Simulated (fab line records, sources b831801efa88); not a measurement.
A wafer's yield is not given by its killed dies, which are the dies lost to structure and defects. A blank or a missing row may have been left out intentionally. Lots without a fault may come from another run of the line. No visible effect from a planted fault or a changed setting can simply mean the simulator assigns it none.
fab line records | flow gf180mcu
record lots=14 | wafers=42 | last_day=33
route steps=602 shown M4@470 V4@481 MIM@505
lots with no fault: from the same line, run without faults
start_h: hours from the record's first day to the start of the lot's first wafer shown | wait_h: hours from the lot's prior step to this one | " unchanged from the row above | L1.1+2: several wafers, shown together as one row | - value missing, or start not given | * or withheld: withheld | < > ~ a bound
route shown NAME@n: a module of which the file shows steps, and the number in the route of the first | usual: average and standard deviation across the fault-free wafers | same: alike in all rows | chamber/n: place in a boat | sites: per-site readings | _std_site: standard deviation across them | _edge_site: outer sites' mean less inner sites' | radius_mm: how far each site lies from the wafer's centre | mask NAME#n: copy n | behind: the tool/chamber that last shaped the wafer | hold: why the lot went on hold/how many hours it stayed there/how the hold came to an end | device: the n, p or np transistor that did not switch | end of line: tests run on the same wafers once the route is complete | for a step that has no rows: nothing shown but its recipe | killed: dies that structure and defects cost at the first sort, which is not the same as the wafer's yield | map: dies across one wafer; x = killed, . = not, _ = none there
set.NAME: setting as actually run; set.NAME@STEP: the setting as run at that earlier step | model.NAME: the simulator's own value behind a step, which no gauge read
the route's steps for a sample of lots (tables are steps, rows are wafers)
services: the hour from which a tool's chamber was out of use, counted from the record's first day as start_h (under 0 if before that day), plus the number of hours and why
## steps
# step GF_M4_CD_MEAS_14
# recipe target_cd_nm=280
# usual cd_nm=279.6/1.2
lot.wafer | tool      | chamber | start_h | wait_h | cd_nm
L366.1    | cd_sem-02 | -       | 540.15  | 0.1    | 279.6
L366.2    | "         | -       | "       | "      | 279.0
L366.5    | "         | -       | "       | "      | 279.5
L367.1    | cd_sem-02 | -       | 547.45  | 0.1    | 281.1
L367.4    | "         | -       | "       | "      | 281.8
L367.5    | "         | -       | "       | "      | 281.3
L369.1    | cd_sem-02 | -       | 564.34  | 0.1    | 281.2
L369.3    | "         | -       | "       | "      | 280.9
L369.6    | "         | -       | "       | "      | 281.0
L371.3    | cd_sem-02 | -       | 582.19  | 0.1    | 280.0
L371.5    | "         | -       | "       | "      | 279.9
L371.6    | "         | -       | "       | "      | 279.9
L372.2    | cd_sem-01 | -       | 591.71  | 0.1    | 280.8
L372.3    | "         | -       | "       | "      | 282.2
L372.5    | "         | -       | "       | "      | 280.9
L373.3    | cd_sem-01 | -       | 602.98  | 0.1    | 279.0
L373.5    | "         | -       | "       | "      | 278.6
L373.6    | "         | -       | "       | "      | 279.3
L374.1    | cd_sem-02 | -       | 608.39  | 0.1    | 279.5
L374.5    | "         | -       | "       | "      | 278.8
L374.6    | "         | -       | "       | "      | 278.8
L375.1    | cd_sem-02 | -       | 613.95  | 0.1    | 278.7
L375.2    | "         | -       | "       | "      | 280.0
L375.4    | "         | -       | "       | "      | 278.9
L376.2    | cd_sem-02 | -       | 621.82  | 0.1    | 280.1
L376.3    | "         | -       | "       | "      | 279.8
L376.4    | "         | -       | "       | "      | 280.4
L377.1    | cd_sem-02 | -       | 633.05  | 0.1    | 279.3
L377.3    | "         | -       | "       | "      | 279.1
L377.5    | "         | -       | "       | "      | 279.4
L378.1    | cd_sem-02 | -       | 638.12  | 0.2    | 277.9
L378.2    | "         | -       | "       | "      | 279.8
L378.5    | "         | -       | "       | "      | 278.9
L379.1    | cd_sem-02 | -       | 643.85  | 0.1    | 278.0
L379.2    | "         | -       | "       | "      | 279.2
L379.3    | "         | -       | "       | "      | 278.4
L383.2    | cd_sem-02 | -       | 677.01  | 0.1    | 279.8
L383.4    | "         | -       | "       | "      | 280.1
L383.6    | "         | -       | "       | "      | 278.6
L384.2    | cd_sem-02 | -       | 678.26  | 0.1    | 278.4
L384.5    | "         | -       | "       | "      | 278.6
L384.6    | "         | -       | "       | "      | 279.2
# step GF_V4_BOW_MEAS_05
# recipe mode=bow
# usual V4_BOW=135/9.4
lot.wafer | tool          | chamber | start_h | wait_h | V4_BOW[um]
L366.1    | film_metro-02 | -       | 541.63  | 0.2    | 133
L366.2    | "             | -       | "       | "      | 136
L366.5    | "             | -       | "       | "      | 128
L367.1    | film_metro-04 | -       | 548.81  | 0.2    | 140
L367.4    | "             | -       | "       | "      | 143
L367.5    | "             | -       | "       | "      | 142
L369.1    | film_metro-02 | -       | 565.76  | 0.2    | 134
L369.3    | "             | -       | "       | "      | 142
L369.6    | "             | -       | "       | "      | 132
L371.3    | film_metro-04 | -       | 583.56  | 0.3    | 126
L371.5    | "             | -       | "       | "      | 125
L371.6    | "             | -       | "       | "      | 128
L372.2    | film_metro-01 | -       | 593.14  | 0.2    | 135
L372.3    | "             | -       | "       | "      | 129
L372.5    | "             | -       | "       | "      | 132
L373.3    | film_metro-01 | -       | 604.38  | 0.2    | 113
L373.5    | "             | -       | "       | "      | 110
L373.6    | "             | -       | "       | "      | 103
L374.1    | film_metro-02 | -       | 609.77  | 0.2    | 129
L374.5    | "             | -       | "       | "      | 142
L374.6    | "             | -       | "       | "      | 128
L375.1    | film_metro-02 | -       | 615.34  | 0.1    | 151
L375.2    | "             | -       | "       | "      | 143
L375.4    | "             | -       | "       | "      | 143
L376.2    | film_metro-01 | -       | 623.25  | 0.3    | 138
L376.3    | "             | -       | "       | "      | 120
L376.4    | "             | -       | "       | "      | 123
L377.1    | film_metro-01 | -       | 634.44  | 0.2    | 125
L377.3    | "             | -       | "       | "      | 138
L377.5    | "             | -       | "       | "      | 128
L378.1    | film_metro-01 | -       | 639.50  | 0.2    | 137
L378.2    | "             | -       | "       | "      | 123
L378.5    | "             | -       | "       | "      | 125
L379.1    | film_metro-02 | -       | 645.56  | 0.1    | 139
L379.2    | "             | -       | "       | "      | 130
L379.3    | "             | -       | "       | "      | 134
L383.2    | film_metro-02 | -       | 678.56  | 0.1    | 142
L383.4    | "             | -       | "       | "      | 131
L383.6    | "             | -       | "       | "      | 132
L384.2    | film_metro-01 | -       | 679.68  | 0.2    | 131
L384.5    | "             | -       | "       | "      | 132
L384.6    | "             | -       | "       | "      | 141
# step GF_V4_ETCH_16
# recipe chemistry=N2/H2 | target_depth_a=withheld | overetch_a=withheld | time_s=withheld | target=BARC | ion_energy_ev=200 | source_w=500 | bias_w=100 | pressure_mtorr=30 | n2_flow_sccm=100 | h2_flow_sccm=200
# usual drypump_motor_current_A=5.9/0.43 | h2_flow_sccm=200.0/0.63 | oes_product_au=0.855/0.0049 | throttle_valve_pct=13.225/0.0083
lot.wafer | tool        | chamber | start_h | wait_h | drypump_motor_current_A | h2_flow_sccm | oes_product_au | throttle_valve_pct
L366.1    | rie_diel-02 | 3       | 563.25  | 0.0    | 6.6                     | 200.1        | 0.854          | 13.228
L366.2    | "           | 1       | "       | "      | 5.7                     | 200.1        | 0.853          | 13.234
L366.5    | "           | 1       | "       | "      | 5.6                     | 199.8        | 0.863          | 13.239
L367.1    | rie_diel-03 | 3       | 570.80  | 0.0    | 6.1                     | 201.1        | 0.852          | 13.239
L367.4    | "           | 0       | "       | "      | 6.6                     | 199.8        | 0.849          | 13.248
L367.5    | "           | 1       | "       | "      | 6.3                     | 200.1        | 0.864          | 13.224
L369.1    | rie_diel-03 | 2       | 587.71  | 0.0    | 6.4                     | 200.7        | 0.860          | 13.228
L369.3    | "           | 0       | "       | "      | 6.6                     | 200.6        | 0.850          | 13.214
L369.6    | "           | 0       | "       | "      | 6.6                     | 199.4        | 0.856          | 13.223
L371.3    | rie_diel-04 | 1       | 604.55  | 0.0    | 5.6                     | 199.7        | 0.857          | 13.222
L371.5    | "           | 0       | "       | "      | 5.7                     | 199.5        | 0.853          | 13.231
L371.6    | "           | 3       | "       | "      | 5.8                     | 199.5        | 0.848          | 13.223
L372.2    | rie_diel-02 | 0       | 613.81  | 0.0    | 5.5                     | 200.5        | 0.853          | 13.219
L372.3    | "           | 1       | "       | "      | 5.6                     | 199.4        | 0.854          | 13.225
L372.5    | "           | 1       | "       | "      | 5.6                     | 200.9        | 0.851          | 13.239
L373.3    | rie_diel-02 | 3       | 624.45  | 0.0    | 6.6                     | 200.0        | 0.852          | 13.221
L373.5    | "           | 2       | "       | "      | 6.1                     | 200.0        | 0.865          | 13.225
L373.6    | "           | 1       | "       | "      | 5.6                     | 201.0        | 0.859          | 13.214
L374.1    | rie_diel-02 | 0       | 630.05  | 0.0    | 5.6                     | 200.1        | 0.855          | 13.223
L374.5    | "           | 3       | "       | "      | 6.6                     | 199.0        | 0.853          | 13.229
L374.6    | "           | 2       | "       | "      | 6.1                     | 200.9        | 0.849          | 13.218
L375.1    | rie_diel-03 | 2       | 634.90  | 0.0    | 6.4                     | 200.0        | 0.859          | 13.220
L375.2    | "           | 3       | "       | "      | 6.0                     | 199.5        | 0.861          | 13.215
L375.4    | "           | 1       | "       | "      | 6.2                     | 200.4        | 0.854          | 13.213
L376.2    | rie_diel-04 | 1       | 644.60  | 0.0    | 5.6                     | 198.7        | 0.860          | 13.217
L376.3    | "           | 3       | "       | "      | 5.7                     | 200.0        | 0.852          | 13.226
L376.4    | "           | 2       | "       | "      | 5.3                     | 200.3        | 0.852          | 13.218
L377.1    | rie_diel-03 | 1       | 655.05  | 0.0    | 6.3                     | 200.1        | 0.857          | 13.199
L377.3    | "           | 3       | "       | "      | 6.0                     | 199.8        | 0.844          | 13.227
L377.5    | "           | 0       | "       | "      | 6.6                     | 199.3        | 0.857          | 13.235
L378.1    | rie_diel-03 | 0       | 659.66  | 0.0    | 6.6                     | 200.8        | 0.847          | 13.227
L378.2    | "           | 3       | "       | "      | 6.1                     | 201.7        | 0.852          | 13.222
L378.5    | "           | 2       | "       | "      | 6.4                     | 199.9        | 0.847          | 13.227
L379.1    | rie_diel-04 | 3       | 664.96  | 0.0    | 5.8                     | 199.6        | 0.863          | 13.219
L379.2    | "           | 1       | "       | "      | 5.6                     | 199.9        | 0.856          | 13.213
L379.3    | "           | 2       | "       | "      | 5.3                     | 200.3        | 0.850          | 13.233
L383.2    | rie_diel-04 | 2       | 698.05  | 0.0    | 5.3                     | 200.9        | 0.858          | 13.224
L383.4    | "           | 2       | "       | "      | 5.3                     | 200.0        | 0.859          | 13.217
L383.6    | "           | 1       | "       | "      | 5.6                     | 200.1        | 0.851          | 13.223
L384.2    | rie_diel-02 | 2       | 698.95  | 0.0    | 6.1                     | 200.6        | 0.851          | 13.226
L384.5    | "           | 0       | "       | "      | 5.5                     | 199.8        | 0.860          | 13.230
L384.6    | "           | 1       | "       | "      | 5.6                     | 200.4        | 0.855          | 13.225
# step GF_MIM_SPUTTER_02
# recipe material=AlCu | target_thk_nm=450 | power_w=10600 | time_s=23.9 | chamber_pressure_pa=0.4
# usual cathode_dc_power_W=10600/1.8 | chamber_pressure_pa=0.3999/0.0008 | throttle_valve_pct=29.6/0.86
lot.wafer | tool           | chamber | start_h | wait_h | cathode_dc_power_W | chamber_pressure_pa | throttle_valve_pct
L366.1    | pvd_sputter-03 | -       | 565.29  | 0.0    | 10598              | 0.4004              | 30.3
L366.2    | "              | -       | "       | "      | 10599              | 0.4002              | 29.3
L366.5    | "              | -       | "       | "      | 10602              | 0.4004              | 30.0
L367.1    | pvd_sputter-04 | -       | 572.30  | 0.0    | 10604              | 0.4002              | 30.5
L367.4    | "              | -       | "       | "      | 10600              | 0.4013              | 29.5
L367.5    | "              | -       | "       | "      | 10598              | 0.4006              | 28.3
L369.1    | pvd_sputter-02 | -       | 589.23  | 0.0    | 10600              | 0.4009              | 29.8
L369.3    | "              | -       | "       | "      | 10600              | 0.4000              | 29.2
L369.6    | "              | -       | "       | "      | 10601              | 0.3986              | 29.3
L371.3    | pvd_sputter-02 | -       | 606.18  | 0.0    | 10599              | 0.4001              | 29.2
L371.5    | "              | -       | "       | "      | 10603              | 0.3994              | 29.5
L371.6    | "              | -       | "       | "      | 10600              | 0.3988              | 29.8
L372.2    | pvd_sputter-04 | -       | 615.30  | 0.0    | 10599              | 0.3998              | 28.6
L372.3    | "              | -       | "       | "      | 10599              | 0.4002              | 29.2
L372.5    | "              | -       | "       | "      | 10600              | 0.4008              | 31.0
L373.3    | pvd_sputter-02 | -       | 626.00  | 0.0    | 10601              | 0.3994              | 29.8
L373.5    | "              | -       | "       | "      | 10603              | 0.3995              | 29.0
L373.6    | "              | -       | "       | "      | 10598              | 0.4008              | 29.6
L374.1    | pvd_sputter-02 | -       | 631.57  | 0.0    | 10602              | 0.4016              | 29.6
L374.5    | "              | -       | "       | "      | 10598              | 0.3995              | 29.1
L374.6    | "              | -       | "       | "      | 10600              | 0.3998              | 29.7
L375.1    | pvd_sputter-03 | -       | 636.43  | 0.0    | 10600              | 0.3992              | 30.2
L375.2    | "              | -       | "       | "      | 10598              | 0.4002              | 31.2
L375.4    | "              | -       | "       | "      | 10602              | 0.3991              | 30.2
L376.2    | pvd_sputter-04 | -       | 646.09  | 0.0    | 10598              | 0.4003              | 30.6
L376.3    | "              | -       | "       | "      | 10600              | 0.3997              | 28.6
L376.4    | "              | -       | "       | "      | 10599              | 0.3994              | 29.0
L377.1    | pvd_sputter-02 | -       | 656.58  | 0.0    | 10601              | 0.4009              | 29.3
L377.3    | "              | -       | "       | "      | 10596              | 0.3996              | 29.7
L377.5    | "              | -       | "       | "      | 10604              | 0.4002              | 29.5
L378.1    | pvd_sputter-04 | -       | 661.68  | 0.0    | 10599              | 0.4001              | 27.8
L378.2    | "              | -       | "       | "      | 10600              | 0.4010              | 29.2
L378.5    | "              | -       | "       | "      | 10600              | 0.4008              | 30.8
L379.1    | pvd_sputter-03 | -       | 666.49  | 0.0    | 10601              | 0.3988              | 30.1
L379.2    | "              | -       | "       | "      | 10600              | 0.3999              | 30.2
L379.3    | "              | -       | "       | "      | 10602              | 0.3987              | 31.5
L383.2    | pvd_sputter-03 | -       | 699.53  | 0.0    | -                  | -                   | -
L383.4    | "              | -       | "       | "      | -                  | -                   | -
L383.6    | "              | -       | "       | "      | -                  | -                   | -
L384.2    | pvd_sputter-03 | -       | 700.48  | 0.0    | -                  | -                   | -
L384.5    | "              | -       | "       | "      | -                  | -                   | -
L384.6    | "              | -       | "       | "      | -                  | -                   | -
## services
tool           | chamber | start_h | hours | kind
rie_diel-03    | 1       | 553.32  | 5.3   | repair
rie_diel-03    | 2       | 567.99  | 5.3   | repair
pvd_sputter-04 | -       | 578.05  | 0.6   | repair
pvd_sputter-02 | -       | 582.16  | 6.3   | repair
rie_diel-03    | 3       | 587.62  | 7.9   | repair
rie_diel-02    | 3       | 592.59  | 1.6   | repair
rie_diel-04    | 2       | 604.35  | 15.9  | repair
pvd_sputter-02 | -       | 609.45  | 1.8   | repair
rie_diel-03    | 2       | 618.58  | 10.3  | repair
rie_diel-04    | -       | 618.96  | 0.9   | repair
rie_diel-03    | 0       | 626.67  | 27.6  | repair
pvd_sputter-02 | -       | 656.80  | 3.7   | repair
pvd_sputter-02 | -       | 665.41  | 0.9   | repair
rie_diel-04    | 3       | 696.26  | -     | clean
rie_diel-04    | 3       | 696.26  | 18.2  | scheduled_down
rie_diel-04    | 3       | 696.26  | 18.2  | vent_cycle
## key
first_sign step=GF_MIM_SPUTTER_02 | reading=tool_record | direction=missing
effect none on later readings
met_at GF_MIM_SPUTTER_02
struck_lots L383,L384
later_rows_left_out L383.2,L383.4,L383.6,L384.2,L384.5,L384.6
sort_left_out L383.2,L383.4,L383.6,L384.2,L384.5,L384.6
not_acting_at GF_M4_CD_MEAS_14,GF_V4_BOW_MEAS_05,GF_V4_ETCH_16
onset_between 666.49 699.53
fault kind=skipped_step_whole | tool=pvd_sputter-03 | chamber=- | onset_h=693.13 | steps=GF_MIM_SPUTTER_02 | scope=struck_lots_only
# sort_left_out: the simulated sort isn't trusted on such a fault, so these wafers' sort isn't shown, and their yield isn't known
# later_rows_left_out: the simulator's readings of these wafers behind a module that went badly wrong aren't trusted and aren't shown, but for the sort
